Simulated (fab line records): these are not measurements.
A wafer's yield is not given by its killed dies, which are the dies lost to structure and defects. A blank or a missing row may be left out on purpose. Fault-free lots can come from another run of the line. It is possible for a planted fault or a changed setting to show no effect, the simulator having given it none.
Which of the tools did it? -- flow sky130 -- 14 lots, 42 wafers sampled, at 2 steps of a route of 708

## WHAT THE GAUGES READ, wafer by wafer
SKY_DNWELL_TW_MEAS_09. Usual: DNWELL_TW typically reads 1113, with standard deviation 6.6.
lot,measured,on,DNWELL_TW,flag
L707,day 3 02:42,film metro-01,1118 1113 1114,
L708,day 3 11:34,film metro-01,1114 1111 1118,
L710,day 3 20:43,film metro-01,1112 1113 1112,
L711,day 4 02:27,film metro-02,1112 1120 1118,
L712,day 4 09:19,film metro-03,1101 1102 1102,
L715,day 5 00:13,film metro-02,1122 1116 1117,
L716,day 5 05:52,film metro-01,1121 1119 1120,
L717,day 5 12:37,film metro-03,1109 1108 1101,
L720,day 6 02:01,film metro-01,1114 1110 1116,
L722,day 6 13:46,film metro-01,30 30 30,OFF
L723,day 6 20:39,film metro-03,30 30 30,OFF
L724,day 7 01:03,film metro-01,1111 1114 1112,
L729,day 8 04:59,film metro-03,1104 1099 1099,
L730,day 8 08:39,film metro-01,1115 1110 1116,

## WHAT TOOL EACH LOT RAN ON (gives the tool, then ch and the chambers of the sampled wafers, and finally the start)
lot,SKY_DNWELL_EXPOSE_04
L707,"iline stepper-01 ch 0, day 2 18:31"
L708,"iline stepper-01 ch 0, day 3 03:14"
L710,"iline stepper-02 ch 0, day 3 11:49"
L711,"iline stepper-01 ch 0, day 3 17:32"
L712,"iline stepper-01 ch 0, day 4 00:26"
L715,"iline stepper-01 ch 0, day 4 15:01"
L716,"iline stepper-01 ch 0, day 4 20:31"
L717,"iline stepper-02 ch 0, day 5 02:46"
L720,"iline stepper-02 ch 0, day 5 16:10"
L722,"iline stepper-02, day 6 03:34"
L723,"iline stepper-02, day 6 11:12"
L724,"iline stepper-02 ch 0, day 6 15:34"
L729,"iline stepper-01 ch 0, day 7 18:14"
L730,"iline stepper-01 ch 0, day 7 21:32"
- SKY_DNWELL_EXPOSE_04: exposes mask DNM, target cd 3000 nm.

## WHAT THE TOOLS THEMSELVES READ (means of the sampled wafers that have a number; where no wafer has one, the mark that the record gives instead)
SKY_DNWELL_EXPOSE_04. Usual: exposure dose mJ cm2 221.97, standard deviation 0.25; focus offset nm -0.1 nm, standard deviation 0.56; reticle temp C 23.03 C, standard deviation 0.087.
lot,tool,exposure dose mJ cm2,focus offset nm (nm),reticle temp C (C),flag
L707,iline stepper-01,221.93,-0.3,23.10,
L708,iline stepper-01,222.34,-0.1,22.90,
L710,iline stepper-02,222.33,-0.3,23.05,
L711,iline stepper-01,222.01,-0.4,23.02,
L712,iline stepper-01,222.15,0.4,23.01,
L715,iline stepper-01,221.76,-0.4,22.91,
L716,iline stepper-01,221.90,-0.2,23.04,
L717,iline stepper-02,221.76,-0.6,23.10,
L720,iline stepper-02,222.16,0.7,23.07,
L722,iline stepper-02,-,-,-,OFF
L723,iline stepper-02,-,-,-,OFF
L724,iline stepper-02,221.58,-0.1,22.91,
L729,iline stepper-01,221.75,-0.2,23.11,
L730,iline stepper-01,221.98,0.5,23.16,

## THE ANSWER, worked out from the rows above alone
Rule: a lot is off if the mean of its wafers that have a number lies more than 3 standard deviations from the usual mean. A lot without any number at a reading at which 4 lots or more have one is off too. All remaining lots with rows at the step are treated as sound. Order of review: gauges by route order, followed by the tools' own readings, for which a lot's mean as printed above is used. At the first step where some lot is off, the reading lying furthest off is the one used; lots without a number count as furthest.
Off: at SKY_DNWELL_TW_MEAS_09 (DNWELL_TW), L722, L723.
If a tool, at a process step before that reading, ran all the lots that are off and no sound lot after the first of them, it fits. The gauges at SKY_DNWELL_TW_MEAS_09 aren't tried: what is off there is off at SKY_DNWELL_EXPOSE_04 too, on other tools, and a gauge's error can't cause that. No candidate that was tried fits.

## WHAT THE SIMULATOR PUT IN
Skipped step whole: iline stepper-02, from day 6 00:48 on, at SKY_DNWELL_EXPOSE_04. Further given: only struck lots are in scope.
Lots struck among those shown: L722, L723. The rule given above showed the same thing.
